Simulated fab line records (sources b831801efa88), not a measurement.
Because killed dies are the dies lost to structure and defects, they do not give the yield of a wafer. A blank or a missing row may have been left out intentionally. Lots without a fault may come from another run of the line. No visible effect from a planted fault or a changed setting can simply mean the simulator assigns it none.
fab line records -- flow sky130 -- part 2 of 2: steps 27 to 37 of 37
[record] lots = 5, wafers = 15, last_day = 50
route steps=708 shown LDD_HVN@268 LDD_HVP@278 LDD_LDN@289 SPACER@304
lots with no fault: from the same line, run without faults
start_h: the number of hours between the record's first day and the start of the first shown wafer of the lot -- wait_h: hours from the lot's prior step to this one -- " as in the row above -- L1.1+2: one row covering several wafers at once -- - no value, or no start was given -- * or withheld: withheld -- < > ~ a bound
route shown NAME@n: NAME is a module with steps in the file, n the number in the route of the first one -- usual: mean/standard deviation of fault-free wafers -- same: alike in all rows -- chamber/n: place in a boat -- sites: each site's reading -- _std_site: how widely they spread, as a standard deviation -- _edge_site: inner sites' mean taken away from outer sites' mean -- radius_mm: how far each site lies from the wafer's centre -- mask NAME#n: copy n -- behind: tool/chamber where the wafer was last shaped -- hold: why the lot was held/for how many hours/how that ended -- device: whichever transistor did not switch (one of n, p or np) -- end of line: the route-end tests of the same wafers -- a step with no rows: only its recipe -- killed: the dies lost at the first sort to structure and to defects; this is not the yield of the wafer -- map: dies across one wafer; x = killed, . = not, _ = none there
set.NAME: the setting as run; set.NAME@STEP: as run at that earlier step -- model.NAME: the simulator's own value behind a step, which no gauge read
lots seen at some steps along the route; tables by step, rows by wafer
services: from which hour (start_h, from the record's first day; less than 0 if before it) a tool's chamber was out of use, for how many hours, and why
[[steps]]
[step SKY_LDD_LDN_PEB_05]
[recipe] temp_c = withheld, time_s = *, resist = NOVOLAK
[usual] exhaust_pa = 45.2/1
lot.wafer,tool,chamber,start_h,wait_h,exhaust_pa
L086.3,litho_track-03,0,-,-,46.6
L086.4,litho_track-03,0,-,-,46.0
L086.5,litho_track-03,0,-,-,46.3
L092.1,litho_track-02,0,-,-,45.3
L092.3,litho_track-02,0,-,-,43.7
L092.6,litho_track-02,0,-,-,44.9
L093.2,litho_track-03,0,-,-,46.2
L093.5,litho_track-03,0,-,-,44.8
L093.6,litho_track-03,0,-,-,44.1
L094.1,litho_track-02,0,-,-,46.1
L094.2,litho_track-02,0,-,-,45.8
L094.4,litho_track-02,0,-,-,45.2
L096.2,litho_track-01,0,-,-,45.2
L096.4,litho_track-01,0,-,-,44.3
L096.5,litho_track-01,0,-,-,46.8
[step SKY_LDD_LDN_DEVELOP_06]
[recipe] resist = NOVOLAK, developer = TMAH, develop_time_s = 60, dev_temp_c = 23.87
[usual] exhaust_pa = 45.0/0.79
lot.wafer,tool,chamber,start_h,wait_h,exhaust_pa
L086.3,litho_track-03,0,628.10,0.1,45.7
L086.4,litho_track-03,0,628.10,0.1,45.7
L086.5,litho_track-03,0,628.10,0.1,44.8
L092.1,litho_track-02,0,681.30,0.1,45.7
L092.3,litho_track-02,0,681.30,0.1,45.0
L092.6,litho_track-02,0,681.30,0.1,46.2
L093.2,litho_track-03,0,683.28,0.1,45.3
L093.5,litho_track-03,0,683.28,0.1,45.3
L093.6,litho_track-03,0,683.28,0.1,44.8
L094.1,litho_track-02,0,690.40,0.1,44.2
L094.2,litho_track-02,0,690.40,0.1,44.1
L094.4,litho_track-02,0,690.40,0.1,43.9
L096.2,litho_track-01,0,706.54,0.1,46.2
L096.4,litho_track-01,0,706.54,0.1,44.4
L096.5,litho_track-01,0,706.54,0.1,44.4
[step SKY_LDD_LDN_OVL_MEAS_07]
[usual] LDD_LDN_OVL = 1.2/1.4
lot.wafer,tool,chamber,start_h,wait_h,LDD_LDN_OVL[nm]
L086.3,overlay-02,-,628.21,0.1,0.3
L086.4,overlay-02,-,628.21,0.1,1.4
L086.5,overlay-02,-,628.21,0.1,0.3
L092.1,overlay-02,-,681.45,0.1,1.9
L092.3,overlay-02,-,681.45,0.1,-1.6
L092.6,overlay-02,-,681.45,0.1,1.6
L093.2,overlay-01,-,683.41,0.1,0.0
L093.5,overlay-01,-,683.41,0.1,-0.3
L093.6,overlay-01,-,683.41,0.1,0.7
L094.1,overlay-01,-,690.55,0.1,3.3
L094.2,overlay-01,-,690.55,0.1,1.4
L094.4,overlay-01,-,690.55,0.1,2.4
L096.2,overlay-01,-,706.67,0.1,1.1
L096.4,overlay-01,-,706.67,0.1,1.9
L096.5,overlay-01,-,706.67,0.1,0.3
[step SKY_LDD_LDN_IMPLANT_08]
[recipe] species = As, energy_kev = 15, dose_cm2 = 1.25e+13, tilt_deg = withheld, rotation_deg = 23
lot.wafer,tool,chamber,start_h,wait_h
L086.3+4+5,implanter-03,0,628.29,0.1
L092.1+3+6,implanter-01,0,684.32,2.9
L093.2+5+6,implanter-04,0,684.55,1.1
L094.1+2+4,implanter-01,0,690.58,0.0
L096.2+4+5,implanter-03,0,706.73,0.0
[step SKY_LDD_LDN_IMPLANT_09]
[recipe] species = As, energy_kev = 14.84, dose_cm2 = 1.25e+13, tilt_deg = withheld, rotation_deg = 113
lot.wafer,tool,chamber,start_h,wait_h
L086.3+4+5,implanter-03,0,628.44,0.1
L092.1+3+6,implanter-01,0,684.47,0.1
L093.2+5+6,implanter-04,0,684.70,0.1
L094.1+2+4,implanter-01,0,690.73,0.1
L096.2+4+5,implanter-03,0,706.88,0.1
[step SKY_LDD_LDN_IMPLANT_10]
[recipe] species = As, energy_kev = 15, dose_cm2 = 1.25e+13, tilt_deg = withheld, rotation_deg = 203
lot.wafer,tool,chamber,start_h,wait_h
L086.3+4+5,implanter-03,0,628.59,0.1
L092.1+3+6,implanter-01,0,684.62,0.1
L093.2+5+6,implanter-04,0,684.85,0.1
L094.1+2+4,implanter-01,0,690.88,0.1
L096.2+4+5,implanter-03,0,707.03,0.1
[step SKY_LDD_LDN_IMPLANT_11]
[recipe] species = As, energy_kev = 15, dose_cm2 = 1.25e+13, tilt_deg = withheld, rotation_deg = 293
lot.wafer,tool,chamber,start_h,wait_h
L086.3+4+5,implanter-03,0,628.74,0.1
L092.1+3+6,implanter-01,0,684.77,0.1
L093.2+5+6,implanter-04,0,685.00,0.1
L094.1+2+4,implanter-01,0,691.03,0.1
L096.2+4+5,implanter-03,0,707.18,0.1
[step SKY_LDD_LDN_STRIP_12]
[recipe] chemistry = O2/N2, power_w = 1400, pressure_mtorr = 1500, platen_temp_c = withheld, o2_flow_sccm = 3000, n2_flow_sccm = 300, overash_fraction = 0.5
[usual] chamber_pressure_mTorr = 1499.9/1.3, drypump_motor_current_A = 5.6/0.52, oes_product_au = 0.715/0.0044, strip_time_to_endpoint_s = 14.18/0.044
lot.wafer,tool,chamber,start_h,wait_h,chamber_pressure_mTorr,drypump_motor_current_A,oes_product_au,rf_hours_counter_h,strip_time_to_endpoint_s
L086.3,plasma_asher-02,1,628.87,0.1,1498.8,5.5,0.719,-,14.15
L086.4,plasma_asher-02,0,628.87,0.1,1497.9,5.0,0.717,-,14.09
L086.5,plasma_asher-02,1,628.87,0.1,1500.4,5.5,0.714,-,14.13
L092.1,plasma_asher-03,0,684.92,0.1,1499.7,6.0,0.716,100,14.16
L092.3,plasma_asher-03,1,684.92,0.1,1500.3,5.9,0.714,-,14.18
L092.6,plasma_asher-03,1,684.92,0.1,1501.2,5.9,0.722,-,14.15
L093.2,plasma_asher-03,1,685.13,0.1,1501.3,5.9,0.717,100,14.23
L093.5,plasma_asher-03,1,685.13,0.1,1500.5,5.9,0.714,-,14.17
L093.6,plasma_asher-03,0,685.13,0.1,1499.2,6.0,0.717,-,14.13
L094.1,plasma_asher-03,1,691.18,0.1,1499.9,5.9,0.713,101,14.17
L094.2,plasma_asher-03,0,691.18,0.1,1500.6,6.0,0.713,101,14.18
L094.4,plasma_asher-03,1,691.18,0.1,1499.6,5.9,0.713,-,14.17
L096.2,plasma_asher-01,0,707.30,0.1,1497.9,4.9,0.717,92,14.18
L096.4,plasma_asher-01,1,707.30,0.1,1501.5,6.1,0.722,-,14.15
L096.5,plasma_asher-01,0,707.30,0.1,1499.2,4.9,0.702,-,14.23
[step SKY_LDD_LDN_TW_MEAS_13]
[usual] LDD_LDN_TW = 1475/18
lot.wafer,tool,chamber,start_h,wait_h,LDD_LDN_TW
L086.3,film_metro-04,-,628.96,0.1,1512
L086.4,film_metro-04,-,628.96,0.1,1506
L086.5,film_metro-04,-,628.96,0.1,1501
L092.1,film_metro-02,-,685.02,0.1,1465
L092.3,film_metro-02,-,685.02,0.1,1463
L092.6,film_metro-02,-,685.02,0.1,1458
L093.2,film_metro-03,-,685.24,0.1,1473
L093.5,film_metro-03,-,685.24,0.1,1480
L093.6,film_metro-03,-,685.24,0.1,1471
L094.1,film_metro-03,-,691.28,0.1,1473
L094.2,film_metro-03,-,691.28,0.1,1487
L094.4,film_metro-03,-,691.28,0.1,1475
L096.2,film_metro-02,-,707.41,0.1,1446
L096.4,film_metro-02,-,707.41,0.1,1458
L096.5,film_metro-02,-,707.41,0.1,1449
[step SKY_LDD_LDN_CLEAN_14]
[recipe] chemistry = SC1/SC2, mix = 1:4:20, temp_c = 70, time_s = 150, dry = n2_spin
[usual] bath_guard_temp_C = 69.8/0.56
lot.wafer,tool,chamber,start_h,wait_h,bath_guard_temp_C
L086.3,wet_bench-01,1,629.00,0.0,70.3
L086.4,wet_bench-01,1,629.00,0.0,70.8
L086.5,wet_bench-01,1,629.00,0.0,70.2
L092.1,wet_bench-01,1,685.08,0.1,70.1
L092.3,wet_bench-01,1,685.08,0.1,70.3
L092.6,wet_bench-01,1,685.08,0.1,70.2
L093.2,wet_bench-01,3,685.29,0.0,69.6
L093.5,wet_bench-01,3,685.29,0.0,69.4
L093.6,wet_bench-01,3,685.29,0.0,70.3
L094.1,wet_bench-04,0,691.34,0.1,69.1
L094.2,wet_bench-04,0,691.34,0.1,69.3
L094.4,wet_bench-04,0,691.34,0.1,69.3
L096.2,wet_bench-04,3,707.46,0.0,70.1
L096.4,wet_bench-04,3,707.46,0.0,69.6
L096.5,wet_bench-04,3,707.46,0.0,70.0
[step SKY_SPACER_CVD_00]
[recipe] material = Si3N4, precursor = DCS/NH3, target_thk_nm = 43.1, temp_c = 770, time_s = 740, pressure_mtorr = 250
[usual] spike_tc_centre_C = 770.9/1.1, spike_tc_lower_C = 769.5/0.92
lot.wafer,tool,chamber,start_h,wait_h,spike_tc_centre_C,spike_tc_lower_C
L086.3,lpcvd-02,1,629.10,0.1,771.5,771.6
L086.4,lpcvd-02,1,629.10,0.1,769.4,768.6
L086.5,lpcvd-02,1,629.10,0.1,771.0,769.7
L092.1,lpcvd-02,1,685.27,0.1,773.0,768.7
L092.3,lpcvd-02,1,685.27,0.1,772.7,770.4
L092.6,lpcvd-02,1,685.27,0.1,772.1,768.7
L093.2,lpcvd-02,0,686.47,1.1,771.6,769.9
L093.5,lpcvd-02,0,686.47,1.1,770.3,770.1
L093.6,lpcvd-02,0,686.47,1.1,769.6,770.6
L094.1,lpcvd-02,0,691.39,0.0,771.2,769.1
L094.2,lpcvd-02,0,691.39,0.0,771.5,769.9
L094.4,lpcvd-02,0,691.39,0.0,770.8,769.6
L096.2,lpcvd-02,0,707.51,0.0,769.2,770.4
L096.4,lpcvd-02,0,707.51,0.0,770.8,769.2
L096.5,lpcvd-02,0,707.51,0.0,772.5,769.1
[[services]]
tool,chamber,start_h,hours,kind
plasma_asher-04,-,534.69,14.6,pm
plasma_asher-02,-,544.48,4.2,repair
plasma_asher-04,-,557.11,28.1,pm
implanter-03,-,557.72,2.2,repair
implanter-01,-,573.25,3.6,pm
implanter-03,-,575.96,3.6,repair
plasma_asher-04,-,594.61,10.1,repair
implanter-02,-,598.74,3.2,repair
implanter-02,-,609.06,5.8,repair
iline_stepper-02,0,615.69,-,calibration
iline_stepper-01,-,631.14,1.7,pm
implanter-02,-,642.17,2.7,pm
iline_stepper-01,0,648.35,-,calibration
implanter-03,-,653.20,3.7,pm
plasma_asher-04,-,655.99,3.2,repair
implanter-04,-,667.07,15.7,repair
iline_stepper-02,-,667.24,-,calibration
implanter-03,-,675.83,10.9,pm
plasma_asher-02,-,681.87,14.6,pm
iline_stepper-02,-,688.82,2.2,repair
implanter-03,-,688.82,0.9,repair
plasma_asher-04,-,695.97,2.8,pm
